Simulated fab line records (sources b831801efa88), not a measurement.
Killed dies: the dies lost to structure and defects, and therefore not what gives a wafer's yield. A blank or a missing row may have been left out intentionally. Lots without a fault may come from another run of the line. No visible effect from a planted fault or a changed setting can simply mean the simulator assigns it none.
fab line records / flow sky130
record lots=6 wafers=18 lastDay=49
route steps=708 shown NWELL@79 PWDE@84 VT_ADJUST_HVTP@85 PAD_OPEN@708
lots that met no fault: taken from a fault-free run of the same line
startH: hours from the record's opening day to when the first of the lot's shown wafers began / waitH: hours since the lot's step before / " unchanged from the row above / L1.1+2: a single row standing in for several wafers / - either no value or no given start / * or withheld: withheld / < > ~ a bound
route shown NAME@n: names a module that has steps shown in the file, with the first one's number in the route / usual: mean/standard deviation of fault-free wafers / same: alike in all rows / chamber/n: place in a boat / sites: readings site by site / _std_site: the values' standard deviation / _edge_site: inner sites' mean taken away from outer sites' mean / radiusMm: for every site, how far away it sits from the centre of the wafer / mask NAME#n: copy n / behind: the most recent tool/chamber to have shaped the wafer / hold: what put the lot on hold/how long, in hours/how the hold closed / device: names the non-switching transistor (n, p or np) / end of line: the route-end tests of the same wafers / a step with no rows: only its recipe / killed: dies lost to structure and defects at the first sort, not the wafer's yield / map: per-die view of a wafer (x killed, . not killed, _ where there is no die)
set.NAME: the setting as run; set.NAME@STEP: as run at that earlier step / model.NAME: the simulator's own value behind a step, which no gauge read
certain route steps with their lots: each step a table, each wafer a row
services: from which hour (startH, from the record's first day; less than 0 if before it) a tool's chamber was out of use, for how many hours, and why
## steps
# step SKY_NWELL_TW_MEAS_26
# usual NWELL_2_TW=499/3.7
lot.wafer=L344.1 tool=filmMetro-03 chamber=- startH=107.84 waitH=0.1 NWELL_2_TW=507
lot.wafer=L344.2 tool=filmMetro-03 chamber=- startH=107.84 waitH=0.1 NWELL_2_TW=501
lot.wafer=L344.5 tool=filmMetro-03 chamber=- startH=107.84 waitH=0.1 NWELL_2_TW=501
lot.wafer=L345.1 tool=filmMetro-03 chamber=- startH=114.22 waitH=0.1 NWELL_2_TW=504
lot.wafer=L345.4 tool=filmMetro-03 chamber=- startH=114.22 waitH=0.1 NWELL_2_TW=502
lot.wafer=L345.6 tool=filmMetro-03 chamber=- startH=114.22 waitH=0.1 NWELL_2_TW=501
lot.wafer=L352.1 tool=filmMetro-02 chamber=- startH=151.94 waitH=0.1 NWELL_2_TW=497
lot.wafer=L352.4 tool=filmMetro-02 chamber=- startH=151.94 waitH=0.1 NWELL_2_TW=500
lot.wafer=L352.6 tool=filmMetro-02 chamber=- startH=151.94 waitH=0.1 NWELL_2_TW=500
lot.wafer=L355.2 tool=filmMetro-01 chamber=- startH=168.75 waitH=0.1 NWELL_2_TW=494
lot.wafer=L355.3 tool=filmMetro-01 chamber=- startH=168.75 waitH=0.1 NWELL_2_TW=495
lot.wafer=L355.6 tool=filmMetro-01 chamber=- startH=168.75 waitH=0.1 NWELL_2_TW=496
lot.wafer=L361.4 tool=filmMetro-02 chamber=- startH=207.87 waitH=0.1 NWELL_2_TW=496
lot.wafer=L361.5 tool=filmMetro-02 chamber=- startH=207.87 waitH=0.1 NWELL_2_TW=497
lot.wafer=L361.6 tool=filmMetro-02 chamber=- startH=207.87 waitH=0.1 NWELL_2_TW=496
lot.wafer=L364.1 tool=filmMetro-01 chamber=- startH=225.17 waitH=0.1 NWELL_2_TW=500
lot.wafer=L364.5 tool=filmMetro-01 chamber=- startH=225.17 waitH=0.1 NWELL_2_TW=500
lot.wafer=L364.6 tool=filmMetro-01 chamber=- startH=225.17 waitH=0.1 NWELL_2_TW=498
# step SKY_NWELL_CLEAN_27
# recipe chemistry=SC1/SC2 mix=1:4:20 tempC=70 timeS=150 dry=n2Spin
# step SKY_NWELL_RTA_28
# recipe tempC=1050 timeS=30 idleTempC=650 rampUpCPerS=150 rampDownCPerS=90 ambient=N2
# usual annealTempCMax=1053.1/0.88 chamberO2Ppm=1.996/0.021 lampPowerPct=25.30/0.056 rampDownCPerS=90.001/0.017 wafer_temp_C_max=1054.9/0.9
lot.wafer=L344.1 tool=rtpAnneal-02 chamber=0 startH=107.95 waitH=0.0 annealTempCMax=1052.3 chamberO2Ppm=2.016 lampPowerPct=25.28 rampDownCPerS=89.994 wafer_temp_C_max=1055.9
lot.wafer=L344.2 tool=rtpAnneal-02 chamber=0 startH=107.95 waitH=0.0 annealTempCMax=1053.4 chamberO2Ppm=1.993 lampPowerPct=25.30 rampDownCPerS=90.011 wafer_temp_C_max=1054.8
lot.wafer=L344.5 tool=rtpAnneal-02 chamber=0 startH=107.95 waitH=0.0 annealTempCMax=1052.4 chamberO2Ppm=1.995 lampPowerPct=25.33 rampDownCPerS=89.946 wafer_temp_C_max=1054.0
lot.wafer=L345.1 tool=rtpAnneal-02 chamber=0 startH=114.33 waitH=0.0 annealTempCMax=1052.2 chamberO2Ppm=2.002 lampPowerPct=25.28 rampDownCPerS=89.997 wafer_temp_C_max=1055.0
lot.wafer=L345.4 tool=rtpAnneal-02 chamber=0 startH=114.33 waitH=0.0 annealTempCMax=1051.8 chamberO2Ppm=1.997 lampPowerPct=25.33 rampDownCPerS=90.020 wafer_temp_C_max=1054.0
lot.wafer=L345.6 tool=rtpAnneal-02 chamber=0 startH=114.33 waitH=0.0 annealTempCMax=1052.1 chamberO2Ppm=1.986 lampPowerPct=25.33 rampDownCPerS=90.011 wafer_temp_C_max=1055.4
lot.wafer=L352.1 tool=rtpAnneal-01 chamber=0 startH=152.05 waitH=0.0 annealTempCMax=1054.0 chamberO2Ppm=2.007 lampPowerPct=25.36 rampDownCPerS=89.994 wafer_temp_C_max=1053.3
lot.wafer=L352.4 tool=rtpAnneal-01 chamber=0 startH=152.05 waitH=0.0 annealTempCMax=1052.8 chamberO2Ppm=2.011 lampPowerPct=25.23 rampDownCPerS=90.003 wafer_temp_C_max=1055.0
lot.wafer=L352.6 tool=rtpAnneal-01 chamber=0 startH=152.05 waitH=0.0 annealTempCMax=1054.1 chamberO2Ppm=2.015 lampPowerPct=25.29 rampDownCPerS=90.014 wafer_temp_C_max=1054.0
lot.wafer=L355.2 tool=rtpAnneal-01 chamber=0 startH=168.86 waitH=0.0 annealTempCMax=1053.6 chamberO2Ppm=1.994 lampPowerPct=25.37 rampDownCPerS=90.024 wafer_temp_C_max=1056.5
lot.wafer=L355.3 tool=rtpAnneal-01 chamber=0 startH=168.86 waitH=0.0 annealTempCMax=1053.3 chamberO2Ppm=1.975 lampPowerPct=25.28 rampDownCPerS=89.983 wafer_temp_C_max=1055.6
lot.wafer=L355.6 tool=rtpAnneal-01 chamber=0 startH=168.86 waitH=0.0 annealTempCMax=1054.5 chamberO2Ppm=1.981 lampPowerPct=25.24 rampDownCPerS=90.006 wafer_temp_C_max=1054.8
lot.wafer=L361.4 tool=rtpAnneal-02 chamber=0 startH=208.05 waitH=0.1 annealTempCMax=1052.4 chamberO2Ppm=1.994 lampPowerPct=25.38 rampDownCPerS=89.993 wafer_temp_C_max=1054.7
lot.wafer=L361.5 tool=rtpAnneal-02 chamber=0 startH=208.05 waitH=0.1 annealTempCMax=1052.8 chamberO2Ppm=2.005 lampPowerPct=25.18 rampDownCPerS=89.967 wafer_temp_C_max=1054.5
lot.wafer=L361.6 tool=rtpAnneal-02 chamber=0 startH=208.05 waitH=0.1 annealTempCMax=1052.7 chamberO2Ppm=2.014 lampPowerPct=25.42 rampDownCPerS=89.988 wafer_temp_C_max=1054.6
lot.wafer=L364.1 tool=rtpAnneal-02 chamber=0 startH=225.28 waitH=0.0 annealTempCMax=1051.4 chamberO2Ppm=1.971 lampPowerPct=25.29 rampDownCPerS=89.985 wafer_temp_C_max=1054.7
lot.wafer=L364.5 tool=rtpAnneal-02 chamber=0 startH=225.28 waitH=0.0 annealTempCMax=1052.4 chamberO2Ppm=2.005 lampPowerPct=25.37 rampDownCPerS=90.025 wafer_temp_C_max=1055.5
lot.wafer=L364.6 tool=rtpAnneal-02 chamber=0 startH=225.28 waitH=0.0 annealTempCMax=1052.3 chamberO2Ppm=1.965 lampPowerPct=25.36 rampDownCPerS=90.014 wafer_temp_C_max=1054.7
# step SKY_NWELL_RS_MEAS_29
# recipe thkMeasGauge=four-point-probe
# usual NWELL_RS=625.2/1.7
lot.wafer=L344.1 tool=filmMetro-02 chamber=- startH=108.05 waitH=0.1 NWELL_RS[ohm/sq]=625.3
lot.wafer=L344.2 tool=filmMetro-02 chamber=- startH=108.05 waitH=0.1 NWELL_RS[ohm/sq]=625.9
lot.wafer=L344.5 tool=filmMetro-02 chamber=- startH=108.05 waitH=0.1 NWELL_RS[ohm/sq]=626.5
lot.wafer=L345.1 tool=filmMetro-02 chamber=- startH=114.43 waitH=0.1 NWELL_RS[ohm/sq]=625.9
lot.wafer=L345.4 tool=filmMetro-02 chamber=- startH=114.43 waitH=0.1 NWELL_RS[ohm/sq]=624.8
lot.wafer=L345.6 tool=filmMetro-02 chamber=- startH=114.43 waitH=0.1 NWELL_RS[ohm/sq]=628.4
lot.wafer=L352.1 tool=filmMetro-03 chamber=- startH=152.15 waitH=0.1 NWELL_RS[ohm/sq]=626.4
lot.wafer=L352.4 tool=filmMetro-03 chamber=- startH=152.15 waitH=0.1 NWELL_RS[ohm/sq]=629.7
lot.wafer=L352.6 tool=filmMetro-03 chamber=- startH=152.15 waitH=0.1 NWELL_RS[ohm/sq]=625.2
lot.wafer=L355.2 tool=filmMetro-01 chamber=- startH=168.97 waitH=0.1 NWELL_RS[ohm/sq]=624.6
lot.wafer=L355.3 tool=filmMetro-01 chamber=- startH=168.97 waitH=0.1 NWELL_RS[ohm/sq]=623.2
lot.wafer=L355.6 tool=filmMetro-01 chamber=- startH=168.97 waitH=0.1 NWELL_RS[ohm/sq]=623.3
lot.wafer=L361.4 tool=filmMetro-02 chamber=- startH=208.16 waitH=0.1 NWELL_RS[ohm/sq]=625.9
lot.wafer=L361.5 tool=filmMetro-02 chamber=- startH=208.16 waitH=0.1 NWELL_RS[ohm/sq]=628.0
lot.wafer=L361.6 tool=filmMetro-02 chamber=- startH=208.16 waitH=0.1 NWELL_RS[ohm/sq]=625.5
lot.wafer=L364.1 tool=filmMetro-03 chamber=- startH=225.38 waitH=0.1 NWELL_RS[ohm/sq]=621.9
lot.wafer=L364.5 tool=filmMetro-03 chamber=- startH=225.38 waitH=0.1 NWELL_RS[ohm/sq]=622.0
lot.wafer=L364.6 tool=filmMetro-03 chamber=- startH=225.38 waitH=0.1 NWELL_RS[ohm/sq]=621.5
# step SKY_NWELL_RS_MEAS_31
# recipe thkMeasGauge=four-point-probe
# usual PWDE_RS=5281/17
lot.wafer=L344.1 tool=filmMetro-02 chamber=- startH=108.29 waitH=0.1 PWDE_RS[ohm/sq]=5293
lot.wafer=L344.2 tool=filmMetro-02 chamber=- startH=108.29 waitH=0.1 PWDE_RS[ohm/sq]=5279
lot.wafer=L344.5 tool=filmMetro-02 chamber=- startH=108.29 waitH=0.1 PWDE_RS[ohm/sq]=5277
lot.wafer=L345.1 tool=filmMetro-02 chamber=- startH=114.67 waitH=0.1 PWDE_RS[ohm/sq]=5298
lot.wafer=L345.4 tool=filmMetro-02 chamber=- startH=114.67 waitH=0.1 PWDE_RS[ohm/sq]=5311
lot.wafer=L345.6 tool=filmMetro-02 chamber=- startH=114.67 waitH=0.1 PWDE_RS[ohm/sq]=5290
lot.wafer=L352.1 tool=filmMetro-03 chamber=- startH=152.39 waitH=0.1 PWDE_RS[ohm/sq]=5291
lot.wafer=L352.4 tool=filmMetro-03 chamber=- startH=152.39 waitH=0.1 PWDE_RS[ohm/sq]=5296
lot.wafer=L352.6 tool=filmMetro-03 chamber=- startH=152.39 waitH=0.1 PWDE_RS[ohm/sq]=5279
lot.wafer=L355.2 tool=filmMetro-01 chamber=- startH=169.21 waitH=0.1 PWDE_RS[ohm/sq]=5265
lot.wafer=L355.3 tool=filmMetro-01 chamber=- startH=169.21 waitH=0.1 PWDE_RS[ohm/sq]=5269
lot.wafer=L355.6 tool=filmMetro-01 chamber=- startH=169.21 waitH=0.1 PWDE_RS[ohm/sq]=5266
lot.wafer=L361.4 tool=filmMetro-02 chamber=- startH=208.40 waitH=0.1 PWDE_RS[ohm/sq]=5294
lot.wafer=L361.5 tool=filmMetro-02 chamber=- startH=208.40 waitH=0.1 PWDE_RS[ohm/sq]=5281
lot.wafer=L361.6 tool=filmMetro-02 chamber=- startH=208.40 waitH=0.1 PWDE_RS[ohm/sq]=5300
lot.wafer=L364.1 tool=filmMetro-03 chamber=- startH=225.62 waitH=0.1 PWDE_RS[ohm/sq]=5295
lot.wafer=L364.5 tool=filmMetro-03 chamber=- startH=225.62 waitH=0.1 PWDE_RS[ohm/sq]=5282
lot.wafer=L364.6 tool=filmMetro-03 chamber=- startH=225.62 waitH=0.1 PWDE_RS[ohm/sq]=5299
# step SKY_VT_ADJUST_HVTP_DEHYDRATE_00
# recipe tempC=200 timeS=60
# step SKY_VT_ADJUST_HVTP_HMDS_01
# recipe primeTimeS=60 primeTempC=120
# step SKY_VT_ADJUST_HVTP_COAT_02
# recipe resist=NOVOLAK spinRpm=3000 resistThkNm=1140
# step SKY_VT_ADJUST_HVTP_SOFTBAKE_03
# recipe tempC=90 timeS=60 resist=NOVOLAK
# step SKY_VT_ADJUST_HVTP_EXPOSE_04
# recipe maskId=HVTPM na=0.6 sourceShape=conventional sigmaOuter=0.6 polarization=unpolarized targetCdNm=380 doseMj=140
# step SKY_VT_ADJUST_HVTP_PEB_05
# recipe tempC=withheld timeS=* resist=NOVOLAK
# step SKY_VT_ADJUST_HVTP_DEVELOP_06
# recipe resist=NOVOLAK developer=TMAH developTimeS=60 devTempC=23
# usual developerTempC=22.99/0.1
lot.wafer=L344.1 tool=lithoTrack-03 chamber=0 startH=126.39 waitH=0.1 developerTempC=23.09
lot.wafer=L344.2 tool=lithoTrack-03 chamber=0 startH=126.39 waitH=0.1 developerTempC=22.88
lot.wafer=L344.5 tool=lithoTrack-03 chamber=0 startH=126.39 waitH=0.1 developerTempC=22.96
lot.wafer=L345.1 tool=lithoTrack-01 chamber=0 startH=132.93 waitH=0.1 developerTempC=22.99
lot.wafer=L345.4 tool=lithoTrack-01 chamber=0 startH=132.93 waitH=0.1 developerTempC=22.95
lot.wafer=L345.6 tool=lithoTrack-01 chamber=0 startH=132.93 waitH=0.1 developerTempC=22.99
lot.wafer=L352.1 tool=lithoTrack-04 chamber=0 startH=172.15 waitH=0.1 developerTempC=25.23
lot.wafer=L352.4 tool=lithoTrack-04 chamber=0 startH=172.15 waitH=0.1 developerTempC=25.22
lot.wafer=L352.6 tool=lithoTrack-04 chamber=0 startH=172.15 waitH=0.1 developerTempC=25.01
lot.wafer=L355.2 tool=lithoTrack-04 chamber=0 startH=189.67 waitH=0.1 developerTempC=25.26
lot.wafer=L355.3 tool=lithoTrack-04 chamber=0 startH=189.67 waitH=0.1 developerTempC=25.43
lot.wafer=L355.6 tool=lithoTrack-04 chamber=0 startH=189.67 waitH=0.1 developerTempC=25.29
lot.wafer=L361.4 tool=lithoTrack-01 chamber=0 startH=229.31 waitH=0.1 developerTempC=23.03
lot.wafer=L361.5 tool=lithoTrack-01 chamber=0 startH=229.31 waitH=0.1 developerTempC=23.05
lot.wafer=L361.6 tool=lithoTrack-01 chamber=0 startH=229.31 waitH=0.1 developerTempC=23.06
lot.wafer=L364.1 tool=lithoTrack-01 chamber=0 startH=246.63 waitH=0.1 developerTempC=23.08
lot.wafer=L364.5 tool=lithoTrack-01 chamber=0 startH=246.63 waitH=0.1 developerTempC=23.02
lot.wafer=L364.6 tool=lithoTrack-01 chamber=0 startH=246.63 waitH=0.1 developerTempC=23.03
# step SKY_VT_ADJUST_HVTP_CD_MEAS_07
# recipe targetCdNm=380
# usual cdNm=380.2/2.5
lot.wafer=L344.1 tool=cdSem-02 chamber=- startH=126.54 waitH=0.1 cdNm=372.9
lot.wafer=L344.2 tool=cdSem-02 chamber=- startH=126.54 waitH=0.1 cdNm=374.2
lot.wafer=L344.5 tool=cdSem-02 chamber=- startH=126.54 waitH=0.1 cdNm=375.0
lot.wafer=L345.1 tool=cdSem-01 chamber=- startH=133.08 waitH=0.1 cdNm=379.4
lot.wafer=L345.4 tool=cdSem-01 chamber=- startH=133.08 waitH=0.1 cdNm=380.7
lot.wafer=L345.6 tool=cdSem-01 chamber=- startH=133.08 waitH=0.1 cdNm=380.4
lot.wafer=L352.1 tool=cdSem-01 chamber=- startH=172.30 waitH=0.1 cdNm=372.5
lot.wafer=L352.4 tool=cdSem-01 chamber=- startH=172.30 waitH=0.1 cdNm=372.9
lot.wafer=L352.6 tool=cdSem-01 chamber=- startH=172.30 waitH=0.1 cdNm=373.2
lot.wafer=L355.2 tool=cdSem-01 chamber=- startH=189.82 waitH=0.1 cdNm=374.4
lot.wafer=L355.3 tool=cdSem-01 chamber=- startH=189.82 waitH=0.1 cdNm=376.6
lot.wafer=L355.6 tool=cdSem-01 chamber=- startH=189.82 waitH=0.1 cdNm=377.0
lot.wafer=L361.4 tool=cdSem-02 chamber=- startH=229.44 waitH=0.1 cdNm=377.3
lot.wafer=L361.5 tool=cdSem-02 chamber=- startH=229.44 waitH=0.1 cdNm=379.9
lot.wafer=L361.6 tool=cdSem-02 chamber=- startH=229.44 waitH=0.1 cdNm=378.7
lot.wafer=L364.1 tool=cdSem-02 chamber=- startH=246.78 waitH=0.1 cdNm=376.9
lot.wafer=L364.5 tool=cdSem-02 chamber=- startH=246.78 waitH=0.1 cdNm=379.2
lot.wafer=L364.6 tool=cdSem-02 chamber=- startH=246.78 waitH=0.1 cdNm=377.4
# step SKY_PAD_OPEN_PROBE_99
# usual killed_at_M0_to_M3=43/8 killed_at_M4_up=2.9/1.6 killedAtContacts=26/5.2 killedAtFrontEnd=15/4.3 killedAtOther=0.3/0.56 killedDies=87/10 killedOpen=48/6.9 killedShort=40/6.5
# same grossDies=492 killedAtBackSide=0
lot.wafer=L345.1 tool=prober-01 chamber=- startH=1084.02 waitH=0.1 killed_at_M0_to_M3=38 killed_at_M4_up=1 killedAtContacts=22 killedAtFrontEnd=13 killedAtOther=1 killedDies=75 killedOpen=39 killedShort=36
lot.wafer=L345.4 tool=prober-01 chamber=- startH=1084.17 waitH=0.2 killed_at_M0_to_M3=39 killed_at_M4_up=1 killedAtContacts=33 killedAtFrontEnd=19 killedAtOther=0 killedDies=92 killedOpen=49 killedShort=43
lot.wafer=L345.6 tool=prober-01 chamber=- startH=1084.27 waitH=0.2 killed_at_M0_to_M3=43 killed_at_M4_up=3 killedAtContacts=25 killedAtFrontEnd=17 killedAtOther=0 killedDies=88 killedOpen=50 killedShort=38
# killed by level:class
L345.1 METAL1:geometricParticle:short=8 CONTACT:geometricParticle:open=8 VIA1:geometricParticle:open=8 LI_CONTACT:geometricParticle:open=7 METAL2:geometricParticle:short=6 VIA2:geometricParticle:open=5 VIA3:geometricParticle:open=5 POLY_GATE:geometricParticle:short=4
L345.4 CONTACT:geometricParticle:open=11 VIA1:geometricParticle:open=9 VIA3:geometricParticle:open=8 LI_CONTACT:geometricParticle:open=7 CONTACT:geometricParticle:short=6 METAL1:geometricParticle:short=6 FIELD_ISO:geometricParticle:short=5 FIELD_ISO:geometricParticle:open=5
L345.6 CONTACT:geometricParticle:open=9 VIA3:geometricParticle:open=9 LI_CONTACT:geometricParticle:open=7 VIA1:geometricParticle:open=7 METAL2:geometricParticle:short=7 FIELD_ISO:geometricParticle:short=5 METAL1:geometricParticle:short=5 CONTACT:geometricParticle:short=5
## services
tool=rtpAnneal-01 chamber=- startH=86.62 hours=6.5 kind=pm
## key
firstSign step=SKY_VT_ADJUST_HVTP_DEVELOP_06 reading=developerTempC direction=up sigmas=22 usual=* struck=*
effect step=SKY_VT_ADJUST_HVTP_CD_MEAS_07 reading=cdNm direction=down sigmas=2.3 usual=380.2 struck=374.4
metAt SKY_VT_ADJUST_HVTP_DEVELOP_06
struckWafers L352.1,L352.4,L352.6,L355.2,L355.3,L355.6
testerLeftOut L352,L355
fault kind=processParameterDrift tool=lithoTrack-04 chamber=- onsetH=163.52 steps=SKY_VT_ADJUST_HVTP_DEVELOP_06 channel=devTempC offset=* shape=step endH=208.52 actsIn=* stated=*
# testerLeftOut: of these lots the tester's yield and bins aren't shown, on N5 and GAA mostly nor the transistor test; their killed dies are dies lost to structure and defects alone, not to doping, threshold or leakage, so they don't give the yield
